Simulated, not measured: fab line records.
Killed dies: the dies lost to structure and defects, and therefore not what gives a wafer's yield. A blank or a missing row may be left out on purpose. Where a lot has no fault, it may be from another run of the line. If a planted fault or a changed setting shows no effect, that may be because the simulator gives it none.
Matching of chambers :: flow gf180mcu :: GF_CONTACT_CMP_04 on cmp-01: 4 sister chambers
The step polishes SiO2. 18 wafers are shown with their chamber, then 9 later ones without.

WAFERS, EACH WITH ITS CHAMBER
wafer: L788.1
chamber: 1
motor-current-A (A): 12.4
time-to-endpoint-s (s): 104
retaining-ring-pressure-frac: 1.007

wafer: L788.3
chamber: 3
motor-current-A (A): 10.0
time-to-endpoint-s (s): 102
retaining-ring-pressure-frac: 1.011

wafer: L788.6
chamber: 2
motor-current-A (A): 11.8
time-to-endpoint-s (s): 115
retaining-ring-pressure-frac: 1.000

wafer: L789.2
chamber: 1
motor-current-A (A): 13.3
time-to-endpoint-s (s): 113
retaining-ring-pressure-frac: 0.992

wafer: L789.3
chamber: 3
motor-current-A (A): 9.3
time-to-endpoint-s (s): 110
retaining-ring-pressure-frac: 0.995

wafer: L789.4
chamber: 2
motor-current-A (A): 12.9
time-to-endpoint-s (s): 127
retaining-ring-pressure-frac: 0.992

wafer: L790.2
chamber: 1
motor-current-A (A): 13.1
time-to-endpoint-s (s): 104
retaining-ring-pressure-frac: 0.986

wafer: L790.3
chamber: 2
motor-current-A (A): 12.5
time-to-endpoint-s (s): 116
retaining-ring-pressure-frac: 0.998

wafer: L790.5
chamber: 0
motor-current-A (A): 9.7
time-to-endpoint-s (s): 106
retaining-ring-pressure-frac: 1.005

wafer: L791.1
chamber: 3
motor-current-A (A): 10.2
time-to-endpoint-s (s): 97
retaining-ring-pressure-frac: 1.005

wafer: L791.2
chamber: 1
motor-current-A (A): 12.2
time-to-endpoint-s (s): 98
retaining-ring-pressure-frac: 0.991

wafer: L791.6
chamber: 1
motor-current-A (A): 12.6
time-to-endpoint-s (s): 109
retaining-ring-pressure-frac: 0.998

wafer: L792.3
chamber: 1
motor-current-A (A): 12.7
time-to-endpoint-s (s): 116
retaining-ring-pressure-frac: 1.001

wafer: L792.5
chamber: 1
motor-current-A (A): 12.5
time-to-endpoint-s (s): 119
retaining-ring-pressure-frac: 1.002

wafer: L792.6
chamber: 0
motor-current-A (A): 9.6
time-to-endpoint-s (s): 120
retaining-ring-pressure-frac: 0.999

wafer: L795.2
chamber: 1
motor-current-A (A): 13.3
time-to-endpoint-s (s): 110
retaining-ring-pressure-frac: 1.003

wafer: L795.3
chamber: 3
motor-current-A (A): 10.1
time-to-endpoint-s (s): 110
retaining-ring-pressure-frac: 0.993

wafer: L795.6
chamber: 1
motor-current-A (A): 12.9
time-to-endpoint-s (s): 117
retaining-ring-pressure-frac: 0.993

SIGNATURES (means of the wafers above)
reading: motor-current-A
chamber 0: 9.650
chamber 1: 12.778
chamber 2: 12.400
chamber 3: 9.900
scatter within a chamber: 0.412

reading: time-to-endpoint-s
chamber 0: 113.00
chamber 1: 110.00
chamber 2: 119.33
chamber 3: 104.75
scatter within a chamber: 7.08

reading: retaining-ring-pressure-frac
chamber 0: 1.00200
chamber 1: 0.99700
chamber 2: 0.99667
chamber 3: 1.00100
scatter within a chamber: 0.00679
Rule: a wafer's distance from a chamber is the root of the sum, over the readings, of the square of ((its reading less the chamber's mean) divided by the reading's scatter). The wafer belongs to the nearest chamber; if the next one is less than 2 further off, it can't be placed. The scatter: the root of (the sum of the squares of (reading less its chamber's mean) over the shown wafers, divided by (wafers less chambers)).

WAFERS WITHOUT THEIR CHAMBER
wafer: L796.1
motor-current-A (A): 12.5
time-to-endpoint-s (s): 108
retaining-ring-pressure-frac: 0.997

wafer: L796.5
motor-current-A (A): 12.6
time-to-endpoint-s (s): 121
retaining-ring-pressure-frac: 0.999

wafer: L796.6
motor-current-A (A): 13.2
time-to-endpoint-s (s): 109
retaining-ring-pressure-frac: 0.994

wafer: L801.1
motor-current-A (A): 10.3
time-to-endpoint-s (s): 107
retaining-ring-pressure-frac: 1.005

wafer: L801.3
motor-current-A (A): 12.1
time-to-endpoint-s (s): 120
retaining-ring-pressure-frac: 1.008

wafer: L801.6
motor-current-A (A): 12.3
time-to-endpoint-s (s): 117
retaining-ring-pressure-frac: 1.000

wafer: L809.1
motor-current-A (A): 12.5
time-to-endpoint-s (s): 110
retaining-ring-pressure-frac: 1.004

wafer: L809.2
motor-current-A (A): 10.3
time-to-endpoint-s (s): 102
retaining-ring-pressure-frac: 0.996

wafer: L809.6
motor-current-A (A): 10.0
time-to-endpoint-s (s): 103
retaining-ring-pressure-frac: 0.998

THE CHAMBER EACH PASSED THROUGH
wafer: L796.1
from the rows above: can't be placed: 1 or 2
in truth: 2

wafer: L796.5
from the rows above: can't be placed: 2 or 1
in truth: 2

wafer: L796.6
from the rows above: can't be placed: 1 or 2
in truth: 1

wafer: L801.1
from the rows above: can't be placed: 3 or 0
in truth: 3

wafer: L801.3
from the rows above: can't be placed: 2 or 1
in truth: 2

wafer: L801.6
from the rows above: can't be placed: 2 or 1
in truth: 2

wafer: L809.1
from the rows above: can't be placed: 1 or 2
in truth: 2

wafer: L809.2
from the rows above: can't be placed: 3 or 0
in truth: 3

wafer: L809.6
from the rows above: can't be placed: 3 or 0
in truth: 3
Correct placement for 0 of the 9. Unplaceable from these rows: 9, with the true chamber sitting among the candidates in 9. 0 placed wrongly.
